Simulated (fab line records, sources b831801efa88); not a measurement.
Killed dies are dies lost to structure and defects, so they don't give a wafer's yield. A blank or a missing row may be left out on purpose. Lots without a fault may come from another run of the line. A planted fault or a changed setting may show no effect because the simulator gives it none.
Problem report in the 8D (eight disciplines) form, filled by code | flow gf180mcu | the parts of the form that need people (team, actions taken, sign-off) are left out

1. THE PROBLEM
prime_temp_c at GF_HV_LDD_HMDS_25 reads a mean of 123.88 C on 6 wafers of 2 lots; wafers without a fault read 120.00 C with a standard deviation of 0.14. That is +28 standard deviations from the usual mean.
The step: prime time 60 s.
First seen on wafer L759.3, day 14 00:55, on litho_track-03. The record holds 39 wafers of 13 lots with a number at this step. Rule for "out", or "out of limits": more than 4 standard deviations from the usual mean. The other wafers with a number count as sound.

2. WHAT IT IS AND WHAT IT IS NOT
question                    | is                     | is not
which readings at this step | prime_temp_c           | -
which lots                  | L759, L761             | L751, L752, L753, L754, L755, L757, L766, L769, L771, L772, L773
which wafers of those lots  | all that have a number | -
read on which tools         | litho_track-03         | litho_track-01, litho_track-04
when                        | from day 14 00:55      | up to then (18 sound wafers); but 15 sound wafers of L766, L769, L771, L772, L773 came after

3. SUSPECTS, AND WHAT RULES EACH OUT
Counting: a tool at a process step up to the reading stays a suspect if it ran every lot that is out and no sound lot after the first of them.
- litho_track-03 at GF_HV_LDD_HMDS_25 (prime time 60 s): ruled out as a lasting fault. Sound lots L769, L772, L773 ran on it after its first lot that is out, L759 (day 14 00:55).
Left after counting: nothing in the record.

4. THE CAUSE (what the simulator had put in)
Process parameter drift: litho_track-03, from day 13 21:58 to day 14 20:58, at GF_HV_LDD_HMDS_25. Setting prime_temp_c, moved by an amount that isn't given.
Counting ruled it out, wrongly.

5. THE CHAIN OF EFFECTS, in route order
Each row: a reading whose mean over the struck wafers that have a number lies more than 3 standard deviations from the usual. Only readings for which the record gives a usual standard deviation are gone through. hours: the time from each lot's start at the first step in this table that gives one to its start at this step, as a median over the lots. sigmas: the change in usual standard deviations.
hours | step              | reading      | usual    | on struck wafers | change | sigmas
0     | GF_HV_LDD_HMDS_25 | prime_temp_c | 120.00 C | 123.88           | +3.88  | +28
The process steps in it:
- GF_HV_LDD_HMDS_25: prime time 60 s.

6. WHAT WOULD HAVE CAUGHT IT SOONER
In this record the first reading out of limits was taken at day 14 00:55, 3 hours after the fault began at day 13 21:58.
